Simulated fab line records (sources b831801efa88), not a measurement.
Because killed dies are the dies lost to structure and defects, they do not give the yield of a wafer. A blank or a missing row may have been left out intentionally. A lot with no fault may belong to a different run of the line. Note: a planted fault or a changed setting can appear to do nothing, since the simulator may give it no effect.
One fault through the eyes of 2 desks    flow gf180mcu    only its own numbers are on each desk; what lay behind them is given at the end

METROLOGY DESK
Lot by lot, what the gauges showed, no matter which tool ran the lot: averages of those sampled wafers that carry a number. Any lot whose mean is over 4 standard deviations away from the usual mean is out of limits and marked OUT; that distance is given in the brackets.
Columns: A = HV_LDD_02_OVL at GF_HV_LDD_OVL_MEAS_32, usual -1.1 nm; B = HV_LDD_3_TW at GF_HV_LDD_TW_MEAS_38, usual 1434; C = HV_LDD_CVD_56_THK at GF_HV_LDD_THK_MEAS_57, usual 90.1 nm; D = CONTACT_BOW at GF_CONTACT_BOW_MEAS_05, usual 66 um
lot   first seen here  A     B     C               D
L577  day 11 18:20     -1.3  1443  90.8            65
L582  day 13 11:21     -0.9  1418  89.8            72
L585  day 14 11:26     -1.1  1445  32.9 (-58) OUT  50
L587  day 15 06:30     -1.9  1444  33.3 (-58) OUT  48
L588  day 15 14:05     -1.7  1444  89.6            62
L589  day 15 21:44     -1.8  1444  89.1            74
L590  day 16 03:54     -0.5  1440  90.6            65
L591  day 16 10:15     -2.0  1445  90.2            62
L596  day 18 04:03     -1.7  1445  89.3            63
L597  day 18 06:02     -1.2  1426  88.5            63
L598  day 18 14:23     0.2   1440  88.7            71
Per this desk, out of limits: L585, L587; the first was L585, day 15 12:20 (HV_LDD_CVD_56_THK at GF_HV_LDD_THK_MEAS_57). Within limits: L577, L582, L588, L589, L590, L591, L596, L597, L598.

FOR THE TOOL OWNER'S DESK: lpcvd-02
The tool's own readings at GF_HV_LDD_CVD_56 (deposits Si3N4 from DCS/NH3, target thk 90 nm, time 1543 s): means of the sampled wafers that have a number, for each lot that ran on this tool. Any lot whose mean is over 4 standard deviations away from the usual mean is out of limits and marked OUT; that distance is given in the brackets.
Columns: A = spike_tc_bottom_C at GF_HV_LDD_CVD_56, usual 789.7 C; B = spike_tc_upper_C at GF_HV_LDD_CVD_56, usual 771.2 C
lot   first seen here  A      B
L577  day 12 16:13     787.4  772.3
L582  day 14 10:34     787.8  771.4
L585  day 15 10:53     788.2  771.7
L587  day 16 06:10     787.3  770.6
L597  day 19 08:12     787.7  771.2
L598  day 19 17:00     788.2  773.7
Finding of this desk: none of the 6 lots has anything out of limits.

ALL TOGETHER
L585, L587 would have let the metrology desk raise an alarm at day 15 12:20.
The tool owner's desk saw nothing out of limits.
The tool owner's desk has L585, L587 on record, within its limits.
The lots listed all ran GF_HV_LDD_CVD_56 on lpcvd-02.

WHAT THE SIMULATOR PUT IN
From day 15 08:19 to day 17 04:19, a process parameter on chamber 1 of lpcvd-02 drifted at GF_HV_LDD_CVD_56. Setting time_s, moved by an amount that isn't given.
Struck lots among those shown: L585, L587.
Time in hours between the start of the fault and the first out-of-limits reading at each desk: metrology desk, 4.
